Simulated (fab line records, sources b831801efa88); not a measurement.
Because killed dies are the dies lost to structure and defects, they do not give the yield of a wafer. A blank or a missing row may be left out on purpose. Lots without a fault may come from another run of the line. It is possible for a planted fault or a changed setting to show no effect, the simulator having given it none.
A struck lot beside a sound one ; flow gf180mcu ; 14 out of 602 route steps
Sound: wafers L624.1, L624.4, L624.5. Struck: wafers L634.1, L634.4, L634.6. The cause comes at the end.
Per side, at each step with rows, come the tool, then ch with its chambers, and then its first start. Under that, the readings that differ: sound wafers ; struck wafers ; difference of the means ; sigmas: that difference in standard deviations of wafers without a fault.
alike: a reading whose means differ by less than 2 such deviations, as well as words and numbers matching on both sides. not compared: withheld readings; readings where some wafer has no value; bounds like >300 that might hide an equal value; numbers whose values overlap and for which the record gives no deviation.
Wherever a step has rows on one side only, a row that says differs or no value, or a row with sigmas, the two part there. Numbers that don't overlap but have no deviation are shown without sigmas and don't part them. A reading that every wafer of one side lacks parts them only if that side has two wafers or more.

first, 1 step without rows for these wafers: GF_DUAL_GATE_WET_ETCH_12 (etches SiO2 in dHF, target depth 13 nm, time 260 s).
GF_DUAL_GATE_STRIP_13: strips in O2/N2.
  sound on plasma asher-03 ch 0,1, day 10 07:32; struck on plasma asher-01 ch 0,1, day 13 02:23
  alike: drypump motor current A, heater power w, oes product au, strip time to endpoint s
  not compared: rf hours counter h
then, 3 steps without rows for these wafers: GF_DUAL_GATE_CLEAN_14 (cleans in SC1/SC2, time 150 s); GF_DUAL_GATE_OXIDATION_15 (stabilise 600 s, purge 300 s, target thk 7.098 nm); GF_POLY_GATE_CVD_00 (deposits poly-Si, target thk 200 nm, time 1200 s).
GF_POLY_GATE_THK_MEAS_01:
  struck on film metro-03, day 13 06:52; sound on film metro-03, day 10 12:40
  alike: POLY_GATE_CVD_00_THK
then, 6 steps without rows for these wafers: GF_POLY_GATE_DEHYDRATE_02 (time 60 s); GF_POLY_GATE_HMDS_03 (prime time 60 s); GF_POLY_GATE_COAT_04; GF_POLY_GATE_COAT_05 (resist thk 700 nm); GF_POLY_GATE_SOFTBAKE_06 (time 60 s); GF_POLY_GATE_EXPOSE_07 (exposes mask Poly2, target cd 280 nm).
GF_POLY_GATE_PEB_08: peb time 90 s.
  sound on litho track-04 ch 0, day 11 07:16; struck on litho track-01, day 14 03:11
  no value came back on the struck wafers for chill plate temp C (C), exhaust pa (Pa), peb time s (s), resist line temp C (C); on the sound wafers chill plate temp C (C) reads 23.01 23.03 23.02
then, 1 step without rows for these wafers: GF_POLY_GATE_DEVELOP_09 (develop time 60 s).

WHERE THEY PART
Only at GF_POLY_GATE_PEB_08, as far as this record shows.

WHY: what the simulator had put in
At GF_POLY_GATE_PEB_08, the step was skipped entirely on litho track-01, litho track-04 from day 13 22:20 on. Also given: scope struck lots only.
